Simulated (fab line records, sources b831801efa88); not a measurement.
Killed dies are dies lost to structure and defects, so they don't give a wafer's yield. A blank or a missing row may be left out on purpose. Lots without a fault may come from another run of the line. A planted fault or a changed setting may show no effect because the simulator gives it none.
Problem report in the 8D (eight disciplines) form, filled by code | flow sky130 | the parts of the form that need people (team, actions taken, sign-off) are left out

1. THE PROBLEM
cd_nm at SKY_POLY_GATE_CD_MEAS_13 reads a mean of 120.6 nm on 3 wafers of 2 lots; wafers without a fault read 149.8 nm with a standard deviation of 1.3. That is -22 standard deviations from the usual mean.
The step: target cd 150 nm.
First seen on wafer L433.6, day 19 08:06, on cd_sem-01. The record holds 40 wafers of 14 lots with a number at this step. Rule for "out", or "out of limits": more than 4 standard deviations from the usual mean. The other wafers with a number count as sound.

2. WHAT IT IS AND WHAT IT IS NOT
question                    | is                     | is not
which readings at this step | cd_nm                  | -
which lots                  | L433, L434             | L426, L427, L428, L441, L442, L443, L444, L445, L446, L447, L448, L449
which wafers of those lots  | L433.6, L434.3, L434.6 | L433.5
read on which gauges        | cd_sem-01, cd_sem-02   | -
when                        | from day 19 08:06      | up to then (10 sound wafers); but 27 sound wafers of L441, L442, L443, L444, L445, L446, L447, L448, L449 came after

3. SUSPECTS, AND WHAT RULES EACH OUT
Counting: a tool at a process step up to the reading stays a suspect if it ran every lot that is out. Sound lots after the first of them don't rule it out here, since some wafers of a struck lot are sound.
- the gauge at SKY_POLY_GATE_CD_MEAS_13: ruled out. The wafers that are out were read on 2 gauges (cd_sem-01, cd_sem-02).
- krf_scanner-01 at SKY_POLY_GATE_EXPOSE_10 (exposes mask P1M, target cd 150 nm): kept. It ran every lot that is out, first L433 (day 18 17:21); its last sound lot up to then is L426 (day 15 19:28).
Left after counting: krf_scanner-01 at SKY_POLY_GATE_EXPOSE_10.

4. THE CAUSE (what the simulator had put in)
Process parameter drift: krf_scanner-01, from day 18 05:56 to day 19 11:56, at SKY_POLY_GATE_EXPOSE_10. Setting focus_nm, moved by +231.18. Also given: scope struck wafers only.
Counting left only this tool.

5. THE CHAIN OF EFFECTS, in route order
Each row: a reading whose mean over the struck wafers that have a number lies more than 3 standard deviations from the usual. Only readings for which the record gives a usual standard deviation are gone through. hours: the time from each lot's start at the first step in this table that gives one to its start at this step, as a median over the lots. sigmas: the change in usual standard deviations.
hours | step                     | reading             | usual    | on struck wafers | change | sigmas
0     | SKY_POLY_GATE_CD_MEAS_13 | cd_nm               | 149.8 nm | 120.6            | -29.2  | -22
686   | SKY_PAD_OPEN_PROBE_99    | killed_at_front_end | 15       | 312              | +297   | +62
686   | SKY_PAD_OPEN_PROBE_99    | killed_dies         | 86       | 382              | +296   | +30
686   | SKY_PAD_OPEN_PROBE_99    | killed_on_rim       | 17       | 89               | +72    | +18
The process steps in it:
- SKY_PAD_OPEN_PROBE_99
Later measuring or inspecting steps at which every struck wafer that the step has a row for has a number for every such reading, and none has moved that far: SKY_POLY_GATE_OVL_MEAS_14.

6. WHAT WOULD HAVE CAUGHT IT SOONER
In this record the first reading out of limits at a measuring or inspecting step was taken at day 19 08:06, 26 hours after the fault began at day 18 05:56.
All the lots that are out (2) had begun SKY_POLY_GATE_EXPOSE_10 on krf_scanner-01 by day 19 08:06. A hold on the tool at that time would have spared none of them.
